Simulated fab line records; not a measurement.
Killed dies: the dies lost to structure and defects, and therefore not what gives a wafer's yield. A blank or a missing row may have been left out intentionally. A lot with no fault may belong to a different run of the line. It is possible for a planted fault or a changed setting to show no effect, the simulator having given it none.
fab line records	flow sky130
[record] lots = 7	wafers = 19	lastDay = 50
route steps=708 shown METAL2@506 VIA2@507 PAD_OPEN@708
lots that met no fault: from a run of the same line without faults
startH: hours from the record's opening day to when the first of the lot's shown wafers began	waitH: time in hours since the lot's previous step	" the same as in the row above	L1.1+2: one row covering several wafers at once	- no value present, or no start provided	* or withheld: withheld	< > ~ a bound
route shown NAME@n: NAME is a module with steps in the file, n the number in the route of the first one	usual: average and standard deviation across the fault-free wafers	same: alike in all rows	chamber/n: place in a boat	sites: readings site by site	_std_site: the values' standard deviation	_edge_site: outer sites' mean less inner sites'	radiusMm: for every site, how far away it sits from the centre of the wafer	mask NAME#n: copy n	behind: the last tool/chamber to shape the wafer	hold: why the lot went on hold/how many hours it stayed there/how the hold came to an end	device: the transistor (n, p or np) that didn't switch	end of line: the route-end tests of the same wafers	a step without rows: its recipe alone	killed: dies that structure and defects cost at the first sort, which is not the same as the wafer's yield	map: shows each die of a wafer: x if killed, . if not, _ if none is there
set.NAME: setting as actually run; set.NAME@STEP: the setting as run at that earlier step	model.NAME: the simulator's own value behind a step, which no gauge read
lots at selected steps of the route; one table per step, one row per wafer
services: a tool's chamber out of use, with start hour (startH, from the record's first day; less than 0 if before it), hours out, and reason
[[steps]]
[step SKY_METAL2_CLEAN_23]
[recipe] chemistry = O3/DIW	dry = n2Spin
[step SKY_VIA2_HDPCVD_00]
[recipe] material = SiO2	targetThkNm = 1180	sigmaOpenFrac = 0.3	timeS = 196.7	tempC = 400	sih4FlowSccm = 60	pressureMtorr = 6
[step SKY_VIA2_THK_MEAS_01]
[recipe] reads = SiO2_of_VIA2_HDPCVD_00
[usual] VIA2_HDPCVD_THK = 1169/14
lot.wafer	tool	chamber	startH	waitH	VIA2_HDPCVD_THK[nm]
L351.1	filmMetro-03	-	816.40	0.1	1166
L351.4	"	-	"	"	1144
L351.5	"	-	"	"	1186
L352.2	filmMetro-03	-	855.98	0.1	1157
L352.3	"	-	"	"	1176
L352.6	"	-	"	"	1185
L357.2	filmMetro-01	-	937.47	0.1	1177
L357.6	"	-	"	"	1192
L362.2	filmMetro-01	-	940.85	0.1	1167
L362.6	"	-	"	"	1171
L363.2	filmMetro-03	-	943.05	0.1	1177
L363.5	"	-	"	"	1176
L363.6	"	-	"	"	1191
L370.2	filmMetro-01	-	958.57	0.1	1164
L370.4	"	-	"	"	1179
L370.5	"	-	"	"	1159
L373.1	filmMetro-01	-	984.65	0.1	1171
L373.2	"	-	"	"	1194
L373.5	"	-	"	"	1179
[step SKY_VIA2_CMP_02]
[recipe] material = SiO2	downForcePsi = 4	platenRpm = 60	padVelocityMS = 0.94248
[usual] motorCurrentA = 11.9/1.2
lot.wafer	tool	chamber	startH	waitH	motorCurrentA
L351.4	cmp-01	0	816.51	0.1	12.6
L351.1	"	1	"	"	10.9
L351.5	"	0	"	"	13.5
L352.2	cmp-01	2	856.13	0.1	14.4
L352.3	"	3	"	"	12.1
L352.6	"	1	"	"	10.5
L357.2	cmp-01	2	937.67	0.2	14.0
L357.6	"	0	"	"	12.7
L362.2	cmp-02	3	940.90	0.0	12.5
L362.6	"	0	"	"	10.9
L363.2	cmp-01	0	943.10	0.0	13.2
L363.6	"	0	"	"	13.2
L363.5	"	1	"	"	10.2
L370.4	cmp-02	0	958.67	0.1	11.1
L370.2	"	2	"	"	12.0
L370.5	"	0	"	"	10.1
L373.1	cmp-02	3	984.71	0.1	12.5
L373.2	"	1	"	"	10.9
L373.5	"	0	"	"	10.9
[step SKY_VIA2_BOW_MEAS_03]
[recipe] mode = bow
[usual] VIA2_BOW = 86/7.7
lot.wafer	tool	chamber	startH	waitH	VIA2_BOW[um]
L351.1	filmMetro-01	-	816.76	0.1	76
L351.4	"	-	"	"	78
L351.5	"	-	"	"	75
L352.2	filmMetro-01	-	856.35	0.2	88
L352.3	"	-	"	"	93
L352.6	"	-	"	"	78
L357.2	filmMetro-02	-	937.84	0.1	85
L357.6	"	-	"	"	98
L362.2	filmMetro-03	-	941.22	0.3	83
L362.6	"	-	"	"	88
L363.2	filmMetro-01	-	943.42	0.3	89
L363.5	"	-	"	"	87
L363.6	"	-	"	"	85
L370.2	filmMetro-03	-	958.94	0.1	93
L370.4	"	-	"	"	78
L370.5	"	-	"	"	92
L373.1	filmMetro-03	-	985.01	0.2	88
L373.2	"	-	"	"	99
L373.5	"	-	"	"	91
[step SKY_VIA2_DEHYDRATE_04]
[recipe] tempC = 200	timeS = 60
[step SKY_VIA2_HMDS_05]
[recipe] primeTimeS = 60	primeTempC = 120
[step SKY_VIA2_COAT_06]
[recipe] resist = BARC	tempC = withheld	timeS = withheld	spinRpm = 3000	resistThkNm = 60
[step SKY_VIA2_COAT_07]
[recipe] resist = KrF-thick	spinRpm = 3000	resistThkNm = 450
[step SKY_VIA2_SOFTBAKE_08]
[recipe] tempC = 100	timeS = 90	resist = KrF-thick
[step SKY_VIA2_EXPOSE_09]
[recipe] maskId = VIM2	na = 0.8	sourceShape = annular	sigmaInner = 0.55	sigmaOuter = 0.85	targetCdNm = 200	doseMj = 38
[step SKY_VIA2_PEB_10]
[recipe] pebTempC = withheld	pebTimeS = withheld	resist = KrF-thick
[step SKY_VIA2_DEVELOP_11]
[recipe] developTimeS = 60	resist = KrF-thick	devTempC = 21
[usual] chillPlateTempC = 22.98/0.097	resistLineTempC = 23.00/0.095
lot.wafer	tool	chamber	startH	waitH	chillPlateTempC	resistLineTempC
L351.1	lithoTrack-02	0	841	-	23.10	23.04
L351.4	"	0	"	"	23.06	23.13
L351.5	"	0	"	"	23.10	23.09
L352.2	lithoTrack-01	0	882	-	22.88	23.05
L352.3	"	0	"	"	22.96	22.96
L352.6	"	0	"	"	23.01	23.11
L357.2	lithoTrack-02	0	962	-	22.87	22.93
L357.6	"	0	"	"	22.95	22.97
L362.2	lithoTrack-02	0	966	-	23.12	22.97
L362.6	"	0	"	"	22.95	23.04
L363.2	lithoTrack-02	0	968	-	23.00	23.12
L363.5	"	0	"	"	22.91	23.11
L363.6	"	0	"	"	22.90	23.09
L370.2	lithoTrack-03	0	981	-	23.01	23.04
L370.4	"	0	"	"	23.07	22.95
L370.5	"	0	"	"	22.84	22.79
L373.1	lithoTrack-03	0	1007	-	22.83	22.85
L373.2	"	0	"	"	22.97	22.79
L373.5	"	0	"	"	23.11	22.93
[step SKY_VIA2_CD_MEAS_12]
[recipe] targetCdNm = 200
[usual] cdNm = 200.0/1.6
lot.wafer	tool	chamber	startH	waitH	cdNm
L351.1	cdSem-02	-	841.59	-	203.2
L351.4	"	-	"	"	202.0
L351.5	"	-	"	"	202.0
L352.2	cdSem-01	-	882.38	-	199.4
L352.3	"	-	"	"	197.9
L352.6	"	-	"	"	199.2
L357.2	cdSem-01	-	962.66	-	199.8
L357.6	"	-	"	"	182.5
L362.2	cdSem-01	-	966.31	-	199.4
L362.6	"	-	"	"	179.4
L363.2	cdSem-02	-	968.56	-	198.4
L363.5	"	-	"	"	199.4
L363.6	"	-	"	"	179.8
L370.2	cdSem-02	-	982.03	-	199.8
L370.4	"	-	"	"	199.5
L370.5	"	-	"	"	199.8
L373.1	cdSem-02	-	1007.66	-	197.2
L373.2	"	-	"	"	197.8
L373.5	"	-	"	"	199.2
[step SKY_VIA2_OVL_MEAS_13]
[usual] VIA2_OVL = -2/6
lot.wafer	tool	chamber	startH	waitH	VIA2_OVL[nm]
L351.1	overlay-02	-	841.71	0.1	-12
L351.4	"	-	"	"	-1
L351.5	"	-	"	"	-13
L352.2	overlay-01	-	882.48	0.1	-3
L352.3	"	-	"	"	-1
L352.6	"	-	"	"	0
L357.2	overlay-01	-	962.77	0.1	3
L357.6	"	-	"	"	2
L362.2	overlay-01	-	966.42	0.1	3
L362.6	"	-	"	"	3
L363.2	overlay-01	-	968.67	0.1	0
L363.5	"	-	"	"	1
L363.6	"	-	"	"	-1
L370.2	overlay-02	-	982.13	0.1	-9
L370.4	"	-	"	"	-8
L370.5	"	-	"	"	-7
L373.1	overlay-01	-	1007.78	0.1	-4
L373.2	"	-	"	"	6
L373.5	"	-	"	"	-5
[step SKY_VIA2_ETCH_14]
[recipe] chemistry = N2/H2	target = BARC	ionEnergyEv = 200	sourceW = 500	biasW = 100	pressureMtorr = 30	n2FlowSccm = 100	h2FlowSccm = 200	stopOn = SiO2	timeS = 45.9	targetDepthA = 600
[usual] drypumpMotorCurrentA = 5.7/0.36	oesProductAu = 0.854/0.0053	throttleValvePct = 13.225/0.0098
lot.wafer	tool	chamber	startH	waitH	drypumpMotorCurrentA	oesProductAu	rfHoursCounterH	throttleValvePct	model.VIA2.cdNm
L351.1	rieDiel-04	3	841.75	0.0	5.8	0.855	10	13.217	205.6
L351.4	"	1	"	"	5.2	0.847	26	13.220	202.2
L351.5	"	1	"	"	5.2	0.853	-	13.235	202.3
L352.2	rieDiel-04	2	882.51	0.0	6.1	0.858	17	13.233	200.9
L352.3	"	3	"	"	5.8	0.856	12	13.231	198.5
L352.6	"	3	"	"	5.8	0.855	-	13.215	199.3
L357.2	rieDiel-03	2	962.80	0.0	5.6	0.853	20	13.227	199.5
L357.6	"	2	"	"	5.6	0.863	-	13.226	182.7
L362.2	rieDiel-03	0	966.45	0.0	5.9	0.857	10	13.239	197.9
L362.6	"	1	"	"	5.5	0.863	-	13.212	181.2
L363.2	rieDiel-04	1	968.70	0.0	5.2	0.869	2	13.230	198.5
L363.5	"	0	"	"	5.4	0.854	-	13.233	198.6
L363.6	"	1	"	"	5.2	0.861	-	13.224	180
L370.2	rieDiel-04	3	982.16	0.0	5.7	0.863	15	13.233	200.3
L370.4	"	0	"	"	5.4	0.858	15	13.217	198.9
L370.5	"	1	"	"	5.2	0.853	-	13.216	200.9
L373.1	rieDiel-04	1	1007.81	0.0	5.2	0.856	3	13.230	198.9
L373.2	"	3	"	"	5.7	0.861	16	13.237	199.1
L373.5	"	1	"	"	5.2	0.857	-	13.225	201.1
[step SKY_VIA2_ETCH_15]
[recipe] target = SiO2	chemistry = C4F8/O2/Ar	targetDepthNm = 546	stopOn = TiN	maskMaterial = KrF-thick	sourceW = 1500	biasW = 1200	pressureMtorr = 40	c4f8FlowSccm = withheld	O2_flow_sccm = 6	Ar_flow_sccm = 300	timeS = 84
[usual] oesProductAu = 0.940/0.005
lot.wafer	tool	chamber	startH	waitH	oesProductAu	rfHoursCounterH	model.VIA2.cdNm
L351.1	rieDiel-04	3	841.79	0.0	0.939	10	211
L351.4	"	1	"	"	0.939	26	208.8
L351.5	"	1	"	"	0.948	-	206.3
L352.2	rieDiel-04	2	882.56	0.0	0.937	17	198.5
L352.3	"	3	"	"	0.936	12	197.2
L352.6	"	3	"	"	0.943	-	196.9
L357.2	rieDiel-03	2	962.84	0.0	0.943	20	201.5
L357.6	"	2	"	"	0.941	-	183.4
L362.2	rieDiel-03	0	966.49	0.0	0.941	10	195.7
L362.6	"	1	"	"	0.946	-	181.6
L363.2	rieDiel-04	1	968.74	0.0	0.944	2	195.7
L363.5	"	0	"	"	0.941	-	198.8
L363.6	"	1	"	"	0.938	-	179.5
L370.2	rieDiel-04	3	982.20	0.0	0.936	15	201.9
L370.4	"	0	"	"	0.944	16	196.5
L370.5	"	1	"	"	0.947	-	200.1
L373.1	rieDiel-04	1	1007.85	0.0	0.943	3	197.8
L373.2	"	3	"	"	0.938	16	196.8
L373.5	"	1	"	"	0.945	-	200.5
[step SKY_VIA2_STRIP_16]
[recipe] chemistry = O2/N2	powerW = 1400	pressureMtorr = 1500	platenTempC = withheld	o2FlowSccm = 3000	n2FlowSccm = 300	overashFraction = 0.5
[usual] drypumpMotorCurrentA = 5.5/0.49	o2FlowSccm = 3000/8.9	oesProductAu = 0.398/0.0045	stripTimeToEndpointS = 4.03/0.032
lot.wafer	tool	chamber	startH	waitH	drypumpMotorCurrentA	o2FlowSccm	oesProductAu	rfHoursCounterH	stripTimeToEndpointS
L351.1	plasmaAsher-03	1	841.85	0.0	4.9	3006	0.391	42	3.95
L351.4	"	0	"	"	5.8	2978	0.398	-	4.01
L351.5	"	1	"	"	4.9	3007	0.401	-	4.01
L352.2	plasmaAsher-03	0	882.62	0.0	5.8	3000	0.392	48	4.08
L352.3	"	0	"	"	5.8	2998	0.398	-	3.98
L352.6	"	1	"	"	4.9	3003	0.395	-	4.01
L357.2	plasmaAsher-03	1	962.90	0.0	4.9	2997	0.392	56	4.02
L357.6	"	1	"	"	4.9	2990	0.395	-	4.02
L362.2	plasmaAsher-01	1	966.55	0.0	5.6	2998	0.400	75	4.08
L362.6	"	0	"	"	5.3	3005	0.398	-	4.08
L363.2	plasmaAsher-04	1	968.80	0.0	6.5	2999	0.396	24	4.07
L363.5	"	0	"	"	5.2	3011	0.406	-	4.05
L363.6	"	1	"	"	6.5	2999	0.401	-	4.06
L370.2	plasmaAsher-01	0	982.27	0.0	5.3	2999	0.395	76	3.99
L370.4	"	1	"	"	5.6	2989	0.401	-	4.08
L370.5	"	0	"	"	5.3	3008	0.399	-	4.06
L373.1	plasmaAsher-04	0	1007.92	0.0	5.2	2999	0.396	28	4.08
L373.2	"	1	"	"	6.5	2989	0.407	28	4.02
L373.5	"	0	"	"	5.3	2986	0.402	-	4.07
[step SKY_PAD_OPEN_PROBE_99]
[usual] defectLimitedYield = 82.8/2	killed_at_M0_to_M3 = 42/7.3	killed_at_M4_up = 3.4/2	killedAtContacts = 24/5.8	killedAtFrontEnd = 15/4.6	killedAtOther = 0.3/0.62	killedDies = 84/9.8	killedOpen = 47/6.9	killedShort = 38/6.3	sort_bin_3_pad_short = 0.8/0.38	sort_bin_5_function = 10.2/1.5	sort_bin_6_memory = 6.2/1.1	sortNPass = 408/9.8	sortYieldPct = 82.8/2
[same] grossDies = 492	killedAtBackSide = 0	sort_bin_4_leakage[%] = 0	sort_bin_8_speed[%] = 0
lot.wafer	tool	chamber	startH	waitH	defectLimitedYield[%]	killed_at_M0_to_M3	killed_at_M4_up	killedAtContacts	killedAtFrontEnd	killedAtOther	killedDies	killedOpen	killedShort	sort_bin_3_pad_short[%]	sort_bin_5_function[%]	sort_bin_6_memory[%]	sortNPass	sortYieldPct[%]	model.etest.via2Chain.rcOhm
L351.1	prober-02	-	1064.20	0.1	80.1	55	2	22	19	0	98	54	44	0.6	11.2	8.1	394	80.1	9.093
L351.4	prober-02	-	1064.35	0.2	84.6	44	2	21	9	0	76	51	25	0.6	10.0	4.9	416	84.6	9.503
L351.5	prober-02	-	1064.40	0.2	82.3	39	3	35	10	0	87	54	33	1.2	11.2	5.3	405	82.3	9.77
L352.2	prober-02	-	1098.96	0.1	82.1	59	4	17	8	0	88	48	40	0.8	10.2	6.9	404	82.1	9.977
L352.3	prober-02	-	1099.01	0.2	84.1	41	6	22	9	0	78	43	35	1.2	7.7	6.9	414	84.1	10.4
L352.6	prober-02	-	1099.16	0.2	86.4	33	2	17	15	0	67	39	28	0.8	8.3	4.5	425	86.4	10.04
L357.2	prober-02	-	1168.25	0.1	83.9	42	2	13	22	0	79	52	27	0.2	9.6	6.3	413	83.9	10.2
L357.6	prober-02	-	1168.45	0.2	85.2	25	2	29	16	1	73	37	36	1.4	8.1	5.3	419	85.2	11.94
L362.2	prober-01	-	1170.42	0.1	82.1	43	2	26	17	0	88	50	38	1.2	10.0	6.7	404	82.1	10.18
L362.6	prober-01	-	1170.62	0.2	79.9	52	3	21	22	1	99	56	42	1.2	12.2	6.7	393	79.9	12.34
L363.2	prober-02	-	1173.00	0.1	82.5	51	5	17	13	0	86	41	45	1.0	10.0	6.5	406	82.5	10.65
L363.5	prober-02	-	1173.15	0.2	86.8	38	2	17	8	0	65	34	31	0.6	8.3	4.3	427	86.8	9.649
L363.6	prober-02	-	1173.20	0.2	80.1	51	3	26	17	1	98	43	53	1.4	11.8	6.7	394	80.1	11.74
L370.2	prober-01	-	1181.87	0.1	82.1	56	4	19	9	0	88	55	33	0.6	11.8	5.5	404	82.1	9.915
L370.4	prober-01	-	1181.97	0.2	82.1	39	2	34	13	0	88	53	35	0.8	10.0	7.1	404	82.1	10.39
L370.5	prober-01	-	1182.02	0.2	82.5	45	1	21	16	3	86	52	34	0.2	11.2	6.1	406	82.5	10.14
L373.1	prober-02	-	1199.26	0.1	81.3	44	0	28	20	0	92	47	45	1.2	10.0	7.5	400	81.3	10.18
L373.2	prober-02	-	1199.31	0.1	84.1	40	2	28	8	0	78	47	31	0.6	10.2	5.1	414	84.1	10.42
L373.5	prober-02	-	1199.46	0.2	76.0	47	4	41	25	1	118	63	55	1.4	14.0	8.5	374	76.0	9.816
// killed by level:class
L351.1 CONTACT:geometricParticle:open=13 VIA3:geometricParticle:open=12 FIELD_ISO:geometricParticle:short=7 VIA2:geometricParticle:short=7 VIA1:geometricParticle:open=6 METAL2:geometricParticle:short=6 VIA3:geometricParticle:short=6 VIA2:geometricParticle:open=5
L351.4 VIA2:geometricParticle:open=11 VIA3:geometricParticle:open=10 CONTACT:geometricParticle:open=8 LI_CONTACT:geometricParticle:open=6 FIELD_ISO:geometricParticle:open=5 LOCAL_INTERCONNECT:geometricParticle:short=4 VIA1:geometricParticle:short=4 VIA3:geometricParticle:short=4
L351.5 LI_CONTACT:geometricParticle:open=12 CONTACT:geometricParticle:open=11 LOCAL_INTERCONNECT:geometricParticle:short=7 VIA1:geometricParticle:open=7 METAL2:geometricParticle:short=6 VIA2:geometricParticle:open=6 VIA3:geometricParticle:open=6 METAL3:geometricParticle:short=5
L352.2 VIA1:geometricParticle:open=17 METAL2:geometricParticle:short=8 VIA2:geometricParticle:open=7 CONTACT:geometricParticle:open=6 VIA1:geometricParticle:short=6 VIA3:geometricParticle:open=6 FIELD_ISO:geometricParticle:open=5 LI_CONTACT:geometricParticle:open=5
L352.3 CONTACT:geometricParticle:open=10 VIA1:geometricParticle:open=9 VIA2:geometricParticle:open=8 METAL2:geometricParticle:short=7 LI_CONTACT:geometricParticle:open=4 LOCAL_INTERCONNECT:geometricParticle:short=4 METAL4:geometricParticle:short=4 VIA2:geometricParticle:short=4
L352.6 VIA1:geometricParticle:open=10 FIELD_ISO:geometricParticle:short=5 CONTACT:geometricParticle:short=5 VIA2:geometricParticle:open=5 FIELD_ISO:geometricParticle:open=4 POLY_GATE:geometricParticle:open=4 LI_CONTACT:geometricParticle:open=4 METAL2:geometricParticle:short=4
L357.2 VIA1:geometricParticle:open=19 VIA3:geometricParticle:open=7 FIELD_ISO:geometricParticle:short=5 SPACER:geometricParticle:open=5 CONTACT:geometricParticle:open=5 FIELD_ISO:geometricParticle:open=4 POLY_GATE:geometricParticle:open=4 METAL1:geometricParticle:short=4
L357.6 CONTACT:geometricParticle:open=10 LI_CONTACT:geometricParticle:open=8 LOCAL_INTERCONNECT:geometricParticle:short=6 FIELD_ISO:geometricParticle:short=4 VIA1:geometricParticle:open=4 METAL1:geometricParticle:short=4 VIA1:geometricParticle:short=4 FIELD_ISO:geometricParticle:open=3
L362.2 LI_CONTACT:geometricParticle:open=9 CONTACT:geometricParticle:open=8 VIA1:geometricParticle:open=8 VIA1:geometricParticle:short=8 VIA2:geometricParticle:open=8 FIELD_ISO:geometricParticle:short=6 VIA3:geometricParticle:open=5 FIELD_ISO:geometricParticle:open=4
L362.6 VIA1:geometricParticle:open=12 VIA3:geometricParticle:open=11 POLY_GATE:geometricParticle:short=10 CONTACT:geometricParticle:open=8 METAL2:geometricParticle:short=7 VIA1:geometricParticle:short=5 FIELD_ISO:geometricParticle:open=4 LI_CONTACT:geometricParticle:open=4
L363.2 METAL1:geometricParticle:short=9 CONTACT:geometricParticle:open=8 VIA1:geometricParticle:short=8 VIA2:geometricParticle:open=6 VIA1:geometricParticle:open=6 METAL4:geometricParticle:short=5 VIA2:geometricParticle:short=5 VIA3:geometricParticle:open=5
L363.5 VIA3:geometricParticle:open=8 VIA1:geometricParticle:open=7 LI_CONTACT:geometricParticle:open=6 VIA2:geometricParticle:open=5 METAL1:geometricParticle:short=5 CONTACT:geometricParticle:short=4 LOCAL_INTERCONNECT:geometricParticle:short=3 CONTACT:geometricParticle:open=3
L363.6 CONTACT:geometricParticle:short=9 CONTACT:geometricParticle:open=9 VIA1:geometricParticle:open=9 METAL2:geometricParticle:short=8 FIELD_ISO:geometricParticle:short=7 VIA3:geometricParticle:open=7 VIA1:geometricParticle:short=6 VIA2:geometricParticle:short=5
L370.2 VIA1:geometricParticle:open=13 VIA2:geometricParticle:open=11 METAL2:geometricParticle:short=9 CONTACT:geometricParticle:open=9 VIA3:geometricParticle:open=7 LI_CONTACT:geometricParticle:open=5 FIELD_ISO:geometricParticle:short=3 VIA2:geometricParticle:short=3
L370.4 CONTACT:geometricParticle:open=17 LI_CONTACT:geometricParticle:open=7 VIA1:geometricParticle:open=6 VIA3:geometricParticle:open=6 METAL1:geometricParticle:short=5 LI_CONTACT:geometricParticle:short=5 CONTACT:geometricParticle:short=5 VIA2:geometricParticle:open=5
L370.5 VIA1:geometricParticle:open=11 CONTACT:geometricParticle:open=7 VIA3:geometricParticle:open=7 LI_CONTACT:geometricParticle:open=6 VIA2:geometricParticle:open=6 VIA1:geometricParticle:short=5 METAL1:geometricParticle:short=5 VIA2:geometricParticle:short=4
L373.1 VIA1:geometricParticle:open=10 CONTACT:geometricParticle:short=8 LI_CONTACT:geometricParticle:open=8 VIA1:geometricParticle:short=6 VIA2:geometricParticle:open=6 FIELD_ISO:geometricParticle:short=5 CONTACT:geometricParticle:open=5 VIA3:geometricParticle:open=5
L373.2 VIA1:geometricParticle:open=13 CONTACT:geometricParticle:open=11 LI_CONTACT:geometricParticle:open=7 LOCAL_INTERCONNECT:geometricParticle:short=6 VIA3:geometricParticle:open=5 VIA2:geometricParticle:open=5 METAL2:geometricParticle:short=4 POLY_GATE:geometricParticle:open=3
L373.5 CONTACT:geometricParticle:open=16 VIA1:geometricParticle:short=12 VIA1:geometricParticle:open=12 LI_CONTACT:geometricParticle:open=10 POLY_GATE:geometricParticle:short=7 CONTACT:geometricParticle:short=7 VIA2:geometricParticle:open=6 FIELD_ISO:geometricParticle:open=5
[[services]]
tool	chamber	startH	hours	kind
cmp-01	-	797.86	0.8	repair
plasmaAsher-01	-	820.06	63.2	repair
cmp-01	-	831.85	10.3	pm
rieDiel-03	2	832.68	2.2	repair
cmp-02	-	847.73	0.8	repair
rieDiel-04	1	858.89	1.8	repair
rieDiel-04	1	867.71	-	clean
rieDiel-04	1	867.71	25.3	scheduledDown
rieDiel-04	1	867.71	25.3	ventCycle
cmp-01	-	912.01	4.0	pm
cmp-01	-	916.01	-	consumableReplace:conditioner
plasmaAsher-04	-	925.19	4.8	repair
rieDiel-03	-	934.25	4.3	pm
rieDiel-04	-	944.37	14.6	pm
plasmaAsher-01	-	946.84	2.0	repair
rieDiel-04	3	959.14	5.7	repair
rieDiel-04	1	960.11	3.0	repair
cmp-01	-	971.82	1.0	repair
cmp-01	-	975.98	3.0	repair
plasmaAsher-01	-	978.56	2.8	pm
plasmaAsher-03	-	980.89	3.3	repair
rieDiel-03	2	988.33	1.7	repair
rieDiel-03	0	997.76	4.1	repair
rieDiel-04	2	998.49	7.2	repair
[[key]]
[firstSign] step = SKY_VIA2_CD_MEAS_12	reading = cdNm	direction = down	sigmas = 12	usual = 200.0	struck = 180.6
effect none on later readings
[modelEffect] step = SKY_VIA2_ETCH_14	value = VIA2.cdNm	without = 200.6	struck = 181.3
[modelEffect] step = SKY_VIA2_ETCH_15	value = VIA2.cdNm	without = 200.8	struck = 181.5
[modelEffect] step = SKY_PAD_OPEN_PROBE_99	value = etest.via2Chain.rcOhm	without = 9.883	struck = 12.01
metAt SKY_VIA2_DEVELOP_11
struckWafers L357.6,L362.6,L363.6
onsetBetween 841 962
[fault] kind = processParameterDrift	tool = lithoTrack-02	chamber = -	onsetH = 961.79	steps = SKY_VIA2_DEVELOP_11	channel = developTimeS	offset = *	shape = step	endH = 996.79	scope = struckWafersOnly	actsIn = *	stated = *
